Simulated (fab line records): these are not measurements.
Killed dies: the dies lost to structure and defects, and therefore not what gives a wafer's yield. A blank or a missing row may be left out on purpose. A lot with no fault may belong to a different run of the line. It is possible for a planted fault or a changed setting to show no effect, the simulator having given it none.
One fault seen from 2 desks + flow sky130 + each desk has only its own numbers; what lay behind them comes last

## AT THE METROLOGY DESK
What the gauges read, lot by lot, whatever tool the lot ran on: means of the sampled wafers that have a number. Marked OUT: a lot whose mean sits more than 4 standard deviations from the usual mean, which makes it out of limits; the brackets give that distance.
Columns: A = METAL1_OVL at SKY_METAL1_OVL_MEAS_16, usual -1 nm; B = VIA1_HDPCVD_THK at SKY_VIA1_THK_MEAS_01, usual 1031 nm
| lot  | first seen here | A   | B              |
|------|-----------------|-----|----------------|
| L389 | day 33 03:16    | -7  | 1038           |
| L390 | day 33 11:54    | -2  | 1016           |
| L391 | day 33 16:54    | -14 | 1047           |
| L392 | day 34 10:56    | 6   | 1029           |
| L395 | day 35 20:42    | -4  | 1037           |
| L396 | day 36 12:31    | -6  | 1030           |
| L399 | day 36 17:36    | 0   | 1036           |
| L401 | day 37 12:39    | -8  | 1044           |
| L405 | day 38 13:57    | -3  | 1011           |
| L406 | day 38 16:46    | -3  | 970 (-6.1) OUT |
| L407 | day 38 20:46    | -7  | 956 (-7.5) OUT |
| L408 | day 38 21:49    | 1   | 959 (-7.2) OUT |
| L411 | day 40 00:17    | -1  | 1008           |
| L412 | day 40 02:58    | -1  | 1022           |
This desk reports L406, L407, L408 out of limits; the earliest was L406 at day 38 17:49 (VIA1_HDPCVD_THK at SKY_VIA1_THK_MEAS_01). L389, L390, L391, L392, L395, L396, L399, L401, L405, L411, L412 stayed within limits.

## THE TOOL OWNER'S DESK: hdpcvd-01
The tool's own readings at SKY_VIA1_HDPCVD_00 (deposits SiO2, target thk 1030 nm, time 171.7 s): means of the sampled wafers that have a number, for each lot that ran on this tool. Marked OUT: a lot whose mean sits more than 4 standard deviations from the usual mean, which makes it out of limits; the brackets give that distance.
Columns: A = run length s at SKY_VIA1_HDPCVD_00, usual 199.9 s
| lot  | first seen here | A                |
|------|-----------------|------------------|
| L389 | day 33 04:05    | 199.5            |
| L392 | day 34 11:56    | 199.5            |
| L395 | day 35 21:31    | 199.6            |
| L399 | day 36 18:28    | 199.6            |
| L405 | day 38 14:48    | 199.3            |
| L406 | day 38 17:42    | 187.5 (-26) OUT  |
| L407 | day 38 21:49    | 187.7 (-25) OUT  |
| L408 | day 38 22:43    | 187.5 (-26) OUT  |
| L411 | day 40 01:06    | 195.2 (-9.7) OUT |
This desk's verdict: out of limits on L406, L407, L408, L411, starting with L406 at day 38 17:42 (run length s at SKY_VIA1_HDPCVD_00). L389, L392, L395, L399, L405 stayed within limits.

## BROUGHT TOGETHER
The tool owner's desk could have raised an alarm at day 38 17:42, on L406, L407, L408, L411.
An alarm was possible from the metrology desk at day 38 17:49, on L406, L407, L408.
The metrology desk holds a record of L411, inside its limits.
SKY_VIA1_HDPCVD_00 was run on hdpcvd-01 by each of the lots named.

## WHAT HAD BEEN PUT IN BY THE SIMULATOR
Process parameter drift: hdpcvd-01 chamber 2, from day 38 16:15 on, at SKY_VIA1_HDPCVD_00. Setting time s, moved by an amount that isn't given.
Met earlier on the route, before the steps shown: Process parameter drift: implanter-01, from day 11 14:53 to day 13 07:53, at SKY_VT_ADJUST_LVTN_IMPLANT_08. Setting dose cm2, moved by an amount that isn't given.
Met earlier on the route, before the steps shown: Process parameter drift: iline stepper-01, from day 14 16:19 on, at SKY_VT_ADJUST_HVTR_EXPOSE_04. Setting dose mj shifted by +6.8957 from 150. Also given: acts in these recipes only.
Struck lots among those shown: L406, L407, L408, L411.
Delay (hours) between the fault's onset and each desk's first out-of-limits reading: 1 at the tool owner's desk, 2 at the metrology desk.
